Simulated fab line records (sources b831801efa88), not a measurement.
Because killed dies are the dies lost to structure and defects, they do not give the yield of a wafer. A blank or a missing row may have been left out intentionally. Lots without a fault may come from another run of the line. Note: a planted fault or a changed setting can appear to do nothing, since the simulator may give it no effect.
fab line records	flow sky130
[record] lots = 5	wafers = 15	lastDay = 50
route steps=708 shown METAL4@631 VIA4@639 PAD_OPEN@708
lots that met no fault: taken from a fault-free run of the same line
startH: hours from the record's opening day to when the first of the lot's shown wafers began	waitH: how many hours have passed since the lot's step before this one	" repeats the value in the row above	L1.1+2: a row that stands for several wafers	- no value present, or no start provided	* or withheld: withheld	< > ~ a bound
route shown NAME@n: a module of which the file shows steps, and the number in the route of the first	usual: mean/standard deviation taken from wafers without a fault	same: alike in all rows	chamber/n: place in a boat	sites: readings site by site	_std_site: the standard deviation of these	_edge_site: the outer-site mean with the inner-site mean subtracted	radiusMm: how far each site lies from the wafer's centre	mask NAME#n: copy n	behind: the most recent tool/chamber to have shaped the wafer	hold: reason for holding the lot/hours on hold/outcome of the hold	device: transistor that didn't switch, given as n, p or np	end of line: the route-end tests of the same wafers	a step with no rows: only its recipe	killed: not the wafer's yield, but the dies lost to structure and defects at the first sort	map: dies across one wafer; x = killed, . = not, _ = none there
set.NAME: the run value of the setting; set.NAME@STEP: its run value at that earlier step	model.NAME: the simulator's own value behind a step, which no gauge read
lots seen at some steps along the route; tables by step, rows by wafer
services: when a tool's chamber went out of use (startH, in hours from the record's first day, below 0 if earlier), for how many hours, and the reason
[[steps]]
[step SKY_METAL4_DESCUM_15]
[recipe] chemistry = O2	sourcePowerW = 150	biasPowerW = 0	pressureMtorr = 10	tempC = 40	timeS = 8
[step SKY_METAL4_ETCH_16]
[recipe] chemistry = N2/H2	target = BARC	ionEnergyEv = 200	biasW = 100	pressureMtorr = 30	n2FlowSccm = 100	h2FlowSccm = 200	icpW = 500	stopOn = SiO2	timeS = 88.2	targetDepthA = 600
[step SKY_METAL4_ETCH_17]
[recipe] target = SiO2	stopOn = TiN	chemistry = C4F8/O2/Ar	sourceW = 1500	biasW = 1200	pressureMtorr = 40	c4f8FlowSccm = withheld	O2_flow_sccm = 6	Ar_flow_sccm = 300	timeS = 3.9	targetDepthA = 150
[step SKY_METAL4_METAL_ETCH_18]
[recipe] targetDepthA = 8450	stopOn = SiO2	overEtchFrac = 0.3	timeS = 183.1	chemistry = Cl2/BCl3	resistSidewallDeg = 88	pressureMtorr = 10	icpW = 900	biasW = 48.5	Cl2_flow_sccm = 60	bcl3FlowSccm = 30
[step SKY_METAL4_STRIP_19]
[recipe] chemistry = O2/N2	powerW = 1400	pressureMtorr = 1500	platenTempC = withheld	o2FlowSccm = 3000	n2FlowSccm = 300	overashFraction = 0.5
[step SKY_METAL4_STRIP_20]
[recipe] chemistry = postEtchResidueRemover	timeS = 1200	tempC = 72.5
[step SKY_METAL4_CLEAN_21]
[recipe] chemistry = IPA	timeS = 180	tempC = 25
[step SKY_METAL4_CLEAN_22]
[recipe] chemistry = O3/DIW	dry = n2Spin
[step SKY_VIA4_HDPCVD_00]
[recipe] material = SiO2	targetThkNm = 1750	sigmaOpenFrac = 0.3	timeS = 291.7	tempC = 400	sih4FlowSccm = 60	pressureMtorr = 6
[step SKY_VIA4_CMP_02]
[recipe] material = SiO2	downForcePsi = 4	platenRpm = 60	padVelocityMS = 0.94248
[usual] edgeZonePressureFrac = 0.999/0.0048	headPressurePsi = 4.000/0.0082	motorCurrentA = 11.7/1.1	slurryFlowMlMin = 149.9/0.49
lot.wafer	tool	chamber	startH	waitH	edgeZonePressureFrac	headPressurePsi	motorCurrentA	slurryFlowMlMin	model.SiO2_of_VIA4_HDPCVD_00.thkNm
L162.3	cmp-01	3	997.74	0.3	0.996	3.998	13.9	149.6	581.3
L162.2	"	1	"	"	0.996	4.003	10.5	150.3	580.3
L162.6	"	3	"	"	1.004	4.003	14.0	148.9	581
L163.1	cmp-01	0	1000.34	0.1	-	-	-	-	1745
L163.3	"	2	"	"	-	-	-	-	1743
L163.5	"	3	"	"	-	-	-	-	1761
L164.4	cmp-02	0	1016.88	0.0	-	-	-	-	1744
L164.3	"	2	"	"	-	-	-	-	1747
L164.5	"	1	"	"	-	-	-	-	1725
L165.4	cmp-01	1	1021.51	0.2	-	-	-	-	1781
L165.1	"	3	"	"	-	-	-	-	1773
L165.5	"	0	"	"	-	-	-	-	1777
L180.1	cmp-01	1	1113.35	0.4	1.004	4.003	10.1	150.7	580.3
L180.2	"	2	"	"	0.997	3.997	11.1	149.1	580.8
L180.6	"	0	"	"	1.000	4.018	13.2	150.8	580.7
[step SKY_VIA4_BOW_MEAS_03]
[recipe] mode = bow
[usual] VIA4_BOW = 80/8.9
lot.wafer	tool	chamber	startH	waitH	VIA4_BOW[um]
L162.2	filmMetro-02	-	998.06	0.2	84
L162.3	"	-	"	"	67
L162.6	"	-	"	"	85
L163.1	filmMetro-03	-	1000.59	0.2	134
L163.3	"	-	"	"	121
L163.5	"	-	"	"	135
L164.3	filmMetro-03	-	1017.22	0.2	129
L164.4	"	-	"	"	125
L164.5	"	-	"	"	134
L165.1	filmMetro-02	-	1021.76	0.1	153
L165.4	"	-	"	"	139
L165.5	"	-	"	"	144
L180.1	filmMetro-01	-	1113.60	0.2	86
L180.2	"	-	"	"	90
L180.6	"	-	"	"	93
[step SKY_VIA4_DEHYDRATE_04]
[recipe] tempC = 200	timeS = 60
[step SKY_VIA4_HMDS_05]
[recipe] primeTimeS = 60	primeTempC = 120
[step SKY_VIA4_COAT_06]
[recipe] resist = NOVOLAK	spinRpm = 3000	resistThkNm = 1140
[step SKY_VIA4_SOFTBAKE_07]
[recipe] tempC = 90	timeS = 60	resist = NOVOLAK
[step SKY_VIA4_EXPOSE_08]
[recipe] maskId = VIM4	na = 0.6	sourceShape = conventional	sigmaOuter = 0.6	polarization = unpolarized	targetCdNm = 800	doseMj = 132
[step SKY_VIA4_PEB_09]
[recipe] tempC = withheld	timeS = *	resist = NOVOLAK
[step SKY_VIA4_DEVELOP_10]
[recipe] resist = NOVOLAK	developer = TMAH	developTimeS = 60	devTempC = 23
[step SKY_VIA4_ETCH_12]
[recipe] target = SiO2	chemistry = C4F8/O2/Ar	stopOn = TiN	maskMaterial = NOVOLAK	sourceW = 1500	biasW = 1200	pressureMtorr = 40	c4f8FlowSccm = withheld	O2_flow_sccm = 6	Ar_flow_sccm = 300	timeS = withheld	targetDepthA = 5800
[usual] oesProductAu = 0.925/0.0047	rfFwdPowerW = 1491/5
lot.wafer	tool	chamber	startH	waitH	oesProductAu	rfFwdPowerW	model.VIA4.featureDepthNm	model.etch.depthNm
L162.2	rieDiel-02	3	1020.63	0.0	0.924	1484	580.3	580.3
L162.3	"	1	"	"	0.927	1494	581.3	581.3
L162.6	"	3	"	"	0.925	1487	581	581
L163.1	rieDiel-02	0	1023.30	0.0	1.638	1498	662.1	662.1
L163.3	"	1	"	"	1.622	1490	656.6	656.6
L163.5	"	3	"	"	1.635	1478	662.3	662.3
L164.3	rieDiel-02	0	1038.63	0.0	1.629	1491	659.6	659.6
L164.4	"	3	"	"	1.643	1480	664.9	664.9
L164.5	"	1	"	"	1.621	1494	659.1	659.1
L165.1	rieDiel-02	2	1043.94	0.0	1.615	1486	650.2	650.2
L165.4	"	1	"	"	1.620	1494	655.4	655.4
L165.5	"	3	"	"	1.637	1489	662.4	662.4
L180.1	rieDiel-02	2	1132.63	0.0	0.925	1490	580.3	580.3
L180.2	"	1	"	"	0.935	1494	580.8	580.8
L180.6	"	1	"	"	0.918	1499	580.7	580.7
[step SKY_VIA4_STRIP_13]
[recipe] chemistry = O2/N2	powerW = 1400	pressureMtorr = 1500	platenTempC = withheld	o2FlowSccm = 3000	n2FlowSccm = 300	overashFraction = 0.5
[step SKY_VIA4_STRIP_14]
[recipe] chemistry = postEtchResidueRemover	timeS = 1200	tempC = 72.5
[step SKY_VIA4_CLEAN_15]
[recipe] chemistry = IPA	timeS = 180	tempC = 25
[step SKY_VIA4_CLEAN_16]
[recipe] chemistry = O3/DIW	dry = n2Spin
[step SKY_VIA4_SPUTTER_17]
[recipe] material = TiN	targetThkNm = 20	chamberPressurePa = 5	powerW = 4000	timeS = 80
[step SKY_VIA4_CVD_18]
[recipe] material = W	targetThkNm = 505	timeS = 152.14	tempC = 400	pressureTorr = 40
[step SKY_VIA4_CMP_21]
[recipe] stopOn = SiO2	tOverpolishS = 25	downForcePsi = 3.5	platenRpm = 60	targetThkNm = 0	padVelocityMS = 0.94248
[usual] edgeZonePressureFrac = 0.999/0.0049	headPressurePsi = 3.499/0.008	motorCurrentA = 10.7/1	slurryFlowMlMin = 149.9/0.45
lot.wafer	tool	chamber	startH	waitH	edgeZonePressureFrac	headPressurePsi	motorCurrentA	slurryFlowMlMin	model.SiO2_of_VIA4_HDPCVD_00.thkNm
L162.3	cmp-02	0	1021.73	0.0	0.992	3.496	9.9	149.6	575.8
L162.2	"	2	"	"	1.005	3.502	10.7	150.6	574.8
L162.6	"	0	"	"	1.000	3.505	9.9	150.6	575.6
L163.3	cmp-02	0	1024.37	0.0	1.003	3.517	10.2	149.6	1738
L163.1	"	1	"	"	1.001	3.510	10.6	149.9	1739
L163.5	"	0	"	"	1.000	3.503	10.2	149.5	1755
L164.3	cmp-02	2	1039.72	0.0	0.997	3.494	11.3	149.7	1741
L164.4	"	1	"	"	1.002	3.499	10.5	150.1	1739
L164.5	"	2	"	"	0.998	3.489	11.0	149.9	1719
L165.4	cmp-02	2	1045.14	0.0	0.999	3.508	11.0	149.5	1776
L165.1	"	0	"	"	1.009	3.501	10.2	149.6	1768
L165.5	"	2	"	"	0.999	3.500	10.8	149.6	1772
L180.1	cmp-02	3	1133.74	0.1	0.996	3.498	10.1	149.9	574.8
L180.2	"	1	"	"	1.004	3.506	10.1	149.2	575.3
L180.6	"	0	"	"	0.996	3.485	10.0	149.9	575.3
[step SKY_PAD_OPEN_PROBE_99]
[usual] defectLimitedYield = 82.3/1.9	killed_at_M0_to_M3 = 44/6.9	killed_at_M4_up = 3.3/2.1	killedAtContacts = 24/4.8	killedAtFrontEnd = 15/4.4	killedAtOther = 0.2/0.48	killedDies = 87/9.5	killedOnRim = 17/4	killedOpen = 48/6.5	killedShort = 39/6.3	sort_bin_3_pad_short = 0.9/0.48	sort_bin_5_function = 10.5/1.5	sort_bin_6_memory = 6.3/1.1	sortNPass = 405/9.5	sortYieldPct = 82.3/1.9
[same] grossDies = 492	killedAtBackSide = 0	sort_bin_4_leakage[%] = 0	sort_bin_8_speed[%] = 0
lot.wafer	tool	chamber	startH	waitH	defectLimitedYield[%]	killed_at_M0_to_M3	killed_at_M4_up	killedAtContacts	killedAtFrontEnd	killedAtOther	killedDies	killedOnRim	killedOpen	killedShort	sort_bin_3_pad_short[%]	sort_bin_5_function[%]	sort_bin_6_memory[%]	sortNPass	sortYieldPct[%]
L162.2	prober-01	-	1089.45	0.1	81.9	40	5	36	8	0	89	16	47	42	1.0	11.0	6.1	403	81.9
L162.3	prober-01	-	1089.50	0.2	84.1	40	3	21	14	0	78	13	45	33	1.0	10.0	4.9	414	84.1
L162.6	prober-01	-	1089.65	0.2	81.5	49	2	27	13	0	91	15	47	44	0.8	11.4	6.3	401	81.5
L163.1	prober-02	-	1092.80	0.1	0	58	401	22	11	0	492	96	53	40	1.0	93.5	5.5	0	0
L163.3	prober-02	-	1092.90	0.2	0	39	425	13	15	0	492	96	38	32	2.0	93.3	4.7	0	0
L163.5	prober-02	-	1093.00	0.2	0	53	404	17	17	1	492	96	48	42	1.0	91.3	7.7	0	0
L164.3	prober-01	-	1106.67	0.2	0	41	411	24	16	0	492	96	45	40	0.4	92.7	6.9	0	0
L164.4	prober-01	-	1106.72	0.2	0	48	399	31	14	0	492	96	51	42	0.8	93.7	5.5	0	0
L164.5	prober-01	-	1106.77	0.2	0	48	394	22	28	0	492	96	53	49	1.2	92.1	6.7	0	0
L165.1	prober-02	-	1111.20	0.1	0	50	399	21	22	0	492	96	49	51	1.2	92.5	6.3	0	0
L165.4	prober-02	-	1111.35	0.2	0	44	420	11	17	0	492	96	34	42	0.6	94.5	4.9	0	0
L165.5	prober-02	-	1111.40	0.2	0	31	417	19	25	0	492	96	44	34	0.4	94.7	4.9	0	0
L180.1	prober-01	-	1189.06	0.1	81.5	40	8	23	20	0	91	17	49	42	0.6	9.8	8.1	401	81.5
L180.2	prober-01	-	1189.11	0.1	81.1	53	2	26	12	0	93	14	60	33	0.4	11.0	7.5	399	81.1
L180.6	prober-01	-	1189.31	0.2	82.3	35	2	32	18	0	87	12	53	33	0.2	11.0	6.5	405	82.3
// killed by level:class
L162.2 VIA1:geometricParticle:open=14 CONTACT:geometricParticle:open=11 LI_CONTACT:geometricParticle:open=8 CONTACT:geometricParticle:short=8 METAL1:geometricParticle:short=5 LI_CONTACT:geometricParticle:short=4 METAL2:geometricParticle:short=4 VIA3:geometricParticle:short=4
L162.3 VIA1:geometricParticle:open=8 CONTACT:geometricParticle:open=7 VIA3:geometricParticle:open=6 CONTACT:geometricParticle:short=6 POLY_GATE:geometricParticle:open=5 METAL1:geometricParticle:short=5 VIA2:geometricParticle:short=4 FIELD_ISO:geometricParticle:open=3
L162.6 LI_CONTACT:geometricParticle:open=9 METAL2:geometricParticle:short=9 VIA1:geometricParticle:open=8 CONTACT:geometricParticle:open=7 METAL1:geometricParticle:short=6 VIA2:geometricParticle:short=6 VIA1:geometricParticle:short=5 VIA3:geometricParticle:open=5
L163.1 VIA4:areaCmp=399 VIA3:geometricParticle:open=15 VIA1:geometricParticle:open=13 LI_CONTACT:geometricParticle:open=8 METAL1:geometricParticle:short=7 CONTACT:geometricParticle:open=6 CONTACT:geometricParticle:short=5 VIA3:geometricParticle:short=5
L163.3 VIA4:areaCmp=422 VIA1:geometricParticle:open=11 CONTACT:geometricParticle:open=8 POLY_GATE:geometricParticle:short=6 VIA3:geometricParticle:short=6 VIA3:geometricParticle:open=6 VIA1:geometricParticle:short=3 VIA2:geometricParticle:open=3
L163.5 VIA4:areaCmp=402 VIA1:geometricParticle:open=15 LI_CONTACT:geometricParticle:open=7 VIA2:geometricParticle:open=7 VIA1:geometricParticle:short=7 POLY_GATE:geometricParticle:short=5 CONTACT:geometricParticle:short=5 VIA3:geometricParticle:short=5
L164.3 VIA4:areaCmp=407 VIA1:geometricParticle:open=14 CONTACT:geometricParticle:open=9 LI_CONTACT:geometricParticle:open=6 POLY_GATE:geometricParticle:short=5 VIA1:geometricParticle:short=5 VIA2:geometricParticle:open=5 VIA3:geometricParticle:open=5
L164.4 VIA4:areaCmp=399 CONTACT:geometricParticle:open=13 VIA1:geometricParticle:open=12 METAL2:geometricParticle:short=9 LOCAL_INTERCONNECT:geometricParticle:short=8 VIA1:geometricParticle:short=7 VIA3:geometricParticle:open=6 POLY_GATE:geometricParticle:open=5
L164.5 VIA4:areaCmp=388 VIA3:geometricParticle:open=11 CONTACT:geometricParticle:open=8 FIELD_ISO:geometricParticle:open=7 FIELD_ISO:geometricParticle:short=6 POLY_GATE:geometricParticle:short=6 VIA3:geometricParticle:short=6 POLY_GATE:geometricParticle:open=5
L165.1 VIA4:areaCmp=392 VIA1:geometricParticle:open=11 METAL1:geometricParticle:short=10 FIELD_ISO:geometricParticle:short=7 FIELD_ISO:geometricParticle:open=6 LI_CONTACT:geometricParticle:open=6 LOCAL_INTERCONNECT:geometricParticle:short=6 VIA3:geometricParticle:open=6
L165.4 VIA4:areaCmp=416 METAL1:geometricParticle:short=9 VIA1:geometricParticle:open=8 METAL2:geometricParticle:short=7 FIELD_ISO:geometricParticle:open=5 POLY_GATE:geometricParticle:short=4 VIA1:geometricParticle:short=4 FIELD_ISO:geometricParticle:short=3
L165.5 VIA4:areaCmp=414 LI_CONTACT:geometricParticle:open=8 FIELD_ISO:geometricParticle:short=6 POLY_GATE:geometricParticle:open=6 VIA1:geometricParticle:open=6 METAL1:geometricParticle:short=6 VIA2:geometricParticle:open=5 CONTACT:geometricParticle:open=5
L180.1 VIA1:geometricParticle:open=12 CONTACT:geometricParticle:open=8 LI_CONTACT:geometricParticle:open=6 VIA2:geometricParticle:open=6 METAL4:geometricParticle:short=6 POLY_GATE:geometricParticle:short=5 VIA1:geometricParticle:short=5 FIELD_ISO:geometricParticle:open=4
L180.2 VIA1:geometricParticle:open=21 CONTACT:geometricParticle:open=9 VIA3:geometricParticle:open=7 LI_CONTACT:geometricParticle:open=6 CONTACT:geometricParticle:short=6 POLY_GATE:geometricParticle:open=5 VIA1:geometricParticle:short=5 VIA2:geometricParticle:open=5
L180.6 LI_CONTACT:geometricParticle:open=13 CONTACT:geometricParticle:open=9 VIA1:geometricParticle:open=8 POLY_GATE:geometricParticle:open=7 VIA1:geometricParticle:short=5 VIA2:geometricParticle:open=5 LOCAL_INTERCONNECT:geometricParticle:short=4 VIA3:geometricParticle:open=4
// map L163.1 (x killed, . not)
__________xxxxxxxxxx_________
________xxxxxxxxxxxxxx_______
______xxxxxxxxxxxxxxxxxx_____
_____xxxxxxxxxxxxxxxxxxxx____
____xxxxxxxxxxxxxxxxxxxxxx___
___xxxxxxxxxxxxxxxxxxxxxxxx__
__xxxxxxxxxxxxxxxxxxxxxxxxxx_
_xxxxxxxxxxxxxxxxxxxxxxxxxxxx
_xxxxxxxxxxxxxxxxxxxxxxxxxxxx
_xxxxxxxxxxxxxxxxxxxxxxxxxxxx
_xxxxxxxxxxxxxxxxxxxxxxxxxxxx
_xxxxxxxxxxxxxxxxxxxxxxxxxxxx
_xxxxxxxxxxxxxxxxxxxxxxxxxxxx
_xxxxxxxxxxxxxxxxxxxxxxxxxxxx
_xxxxxxxxxxxxxxxxxxxxxxxxxxxx
__xxxxxxxxxxxxxxxxxxxxxxxxxx_
___xxxxxxxxxxxxxxxxxxxxxxxx__
____xxxxxxxxxxxxxxxxxxxxxx___
_____xxxxxxxxxxxxxxxxxxxx____
______xxxxxxxxxxxxxxxxxx_____
________xxxxxxxxxxxxxx_______
__________xxxxxxxxxx_________
// map L164.3 (x killed, . not)
__________xxxxxxxxxx_________
________xxxxxxxxxxxxxx_______
______xxxxxxxxxxxxxxxxxx_____
_____xxxxxxxxxxxxxxxxxxxx____
____xxxxxxxxxxxxxxxxxxxxxx___
___xxxxxxxxxxxxxxxxxxxxxxxx__
__xxxxxxxxxxxxxxxxxxxxxxxxxx_
_xxxxxxxxxxxxxxxxxxxxxxxxxxxx
_xxxxxxxxxxxxxxxxxxxxxxxxxxxx
_xxxxxxxxxxxxxxxxxxxxxxxxxxxx
_xxxxxxxxxxxxxxxxxxxxxxxxxxxx
_xxxxxxxxxxxxxxxxxxxxxxxxxxxx
_xxxxxxxxxxxxxxxxxxxxxxxxxxxx
_xxxxxxxxxxxxxxxxxxxxxxxxxxxx
_xxxxxxxxxxxxxxxxxxxxxxxxxxxx
__xxxxxxxxxxxxxxxxxxxxxxxxxx_
___xxxxxxxxxxxxxxxxxxxxxxxx__
____xxxxxxxxxxxxxxxxxxxxxx___
_____xxxxxxxxxxxxxxxxxxxx____
______xxxxxxxxxxxxxxxxxx_____
________xxxxxxxxxxxxxx_______
__________xxxxxxxxxx_________
[[services]]
tool	chamber	startH	hours	kind
cmp-02	-	991.63	1.6	repair
cmp-02	-	995.96	5.6	repair
cmp-02	-	1005.46	4.9	pm
cmp-02	-	1026.25	1.8	repair
cmp-01	-	1041.87	1.3	repair
rieDiel-02	0	1071.73	5.4	repair
cmp-01	-	1084.95	4.0	pm
cmp-01	-	1088.95	-	consumableReplace:conditioner
cmp-01	-	1088.95	-	consumableReplace:pad
cmp-02	-	1111.62	2.1	repair
cmp-01	-	1133.15	7.5	pm
[[key]]
[firstSign] step = SKY_VIA4_CMP_02	reading = toolRecord	direction = missing
[effect] step = SKY_VIA4_BOW_MEAS_03	reading = VIA4_BOW	direction = up	sigmas = 6.2	usual = 80	struck = 135
[effect] step = SKY_VIA4_ETCH_12	reading = oesProductAu	direction = up	sigmas = 99+	usual = 0.925	struck = 1.629
[effect] step = SKY_PAD_OPEN_PROBE_99	reading = killed_at_M4_up	direction = up	sigmas = 99+	usual = 3.3	struck = 407.8
[modelEffect] step = SKY_VIA4_CMP_02	value = SiO2_of_VIA4_HDPCVD_00.thkNm	without = 580.2	struck = 1755
[modelEffect] step = SKY_VIA4_ETCH_12	value = VIA4.featureDepthNm	without = 580.2	struck = 659.2
[modelEffect] step = SKY_VIA4_CMP_21	value = SiO2_of_VIA4_HDPCVD_00.thkNm	without = 574.7	struck = 1750
[moreKillsBornAt] SKY_VIA4_CMP_02@cmp-01 = 2445	SKY_VIA4_CMP_02@cmp-02 = 1193
metAt SKY_VIA4_CMP_02
struckWafers L163.1,L163.3,L163.5,L164.3,L164.4,L164.5,L165.1,L165.4,L165.5
laterRowsLeftOut L163.1,L163.3,L163.5,L164.3,L164.4,L164.5,L165.1,L165.4,L165.5
onsetBetween 997.74 1000.34
[fault] kind = skippedStepWhole	tool = cmp-01,cmp-02	chamber = -	onsetH = 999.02	steps = SKY_VIA4_CMP_02	scope = struckLotsOnly
// laterRowsLeftOut: the simulator's readings of these wafers behind a module that went badly wrong aren't trusted and aren't shown, but for the sort
